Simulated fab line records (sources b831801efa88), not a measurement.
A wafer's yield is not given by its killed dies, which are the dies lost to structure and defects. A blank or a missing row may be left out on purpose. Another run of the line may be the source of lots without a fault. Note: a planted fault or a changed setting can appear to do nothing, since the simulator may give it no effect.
Comparing a struck lot with a sound one :: flow sky130 :: 15 steps out of a route of 708
Sound: the wafers L591.3, L591.5, L591.6. Wafers L607.3, L607.4, L607.6 were the ones struck. The cause comes at the end.
For every step that has rows: the tool of each side, followed by ch and its chambers, followed by its first start. Under that, the readings that differ: sound wafers :: struck wafers :: difference of the means :: sigmas: that difference in standard deviations of wafers without a fault.
alike: a reading whose means differ by less than 2 such deviations, as well as words and numbers matching on both sides. not compared: withheld readings; readings where some wafer has no value; bounds like >300 that might hide an equal value; numbers whose values overlap and for which the record gives no deviation.
A row with sigmas, a row that says differs or no value, or rows on one side alone: a step with any of these is where the two part. When numbers do not overlap yet have no deviation, they are printed without sigmas and do not part them. A reading that every wafer of one side lacks parts them only if that side has two wafers or more.

first, 6 steps without rows for these wafers: SKY_PASSIVATION_HMDS_05 (prime time 60 s); SKY_PASSIVATION_COAT_06 (resist thk 3000 nm); SKY_PASSIVATION_SOFTBAKE_07; SKY_PASSIVATION_EXPOSE_08 (exposes mask NSM, target cd 3000 nm); SKY_PASSIVATION_PEB_09; SKY_PASSIVATION_DEVELOP_10 (develop time 60 s).
SKY_PASSIVATION_ETCH_11: etches the open film in CF4/O2, stops on AlCu, target depth 725 nm, time 161.1 s.
  sound on rieDiel-04 ch 1,2, day 45 09:22; struck on rieDiel-01 ch 2,3, day 49 04:46
  alike: chamberPressureMTorr, drypumpMotorCurrentA, oesProductAu, throttleValvePct
  not compared: rfHoursCounterH
SKY_PASSIVATION_STRIP_12: strips in O2/N2.
  sound on plasmaAsher-04 ch 0,1, day 45 09:30; struck on plasmaAsher-02 ch 0,1, day 49 04:54
  alike: chamberPressureMTorr, drypumpMotorCurrentA, oesProductAu, stripTimeToEndpointS
  not compared: rfHoursCounterH
then, 4 steps without rows for these wafers: SKY_PAD_OPEN_DEHYDRATE_00 (time 60 s); SKY_PAD_OPEN_HMDS_01 (prime time 60 s); SKY_PAD_OPEN_COAT_02 (resist thk 3000 nm); SKY_PAD_OPEN_SOFTBAKE_03.
SKY_PAD_OPEN_EXPOSE_04: exposes mask PDM, target cd 60000 nm.
  sound on ilineStepper-01 ch 0, day 45 18:35; struck on ilineStepper-01 ch 0, day 49 13:32
reading: focusOffsetNm (nm)
sound: 0.4 0.9 0.0
struck: -0.9 -1.1 -1.1
difference: -1.5
sigmas: -3

reading: model.PAD_OPEN.overlayXNm (nm)
sound: -0.5991 -0.5991 -0.5991
struck: 6322 6322 6322
difference: +6323
sigmas: 
  alike: mask
following that, these wafers have no rows for 1 step: SKY_PAD_OPEN_PEB_05.
SKY_PAD_OPEN_PROBE_99:
  sound: prober-01 at day 46 07:58; struck: prober-01 at day 50 00:07
reading: killedAtOther
sound: 2 3 2
struck: 1 0 1
difference: -2
sigmas: -3
  alike: defectLimitedYield, killed_at_M0_to_M3, killed_at_M4_up, killedAtContacts, killedAtFrontEnd, killedDies, killedOpen, killedShort, sort_bin_3_pad_short, sort_bin_5_function, sort_bin_6_memory, sortNPass, sortYieldPct

WHERE THEY PART
At SKY_PAD_OPEN_EXPOSE_04 first; at SKY_PAD_OPEN_PROBE_99 last (within this record only).

WHY: what the simulator had put in
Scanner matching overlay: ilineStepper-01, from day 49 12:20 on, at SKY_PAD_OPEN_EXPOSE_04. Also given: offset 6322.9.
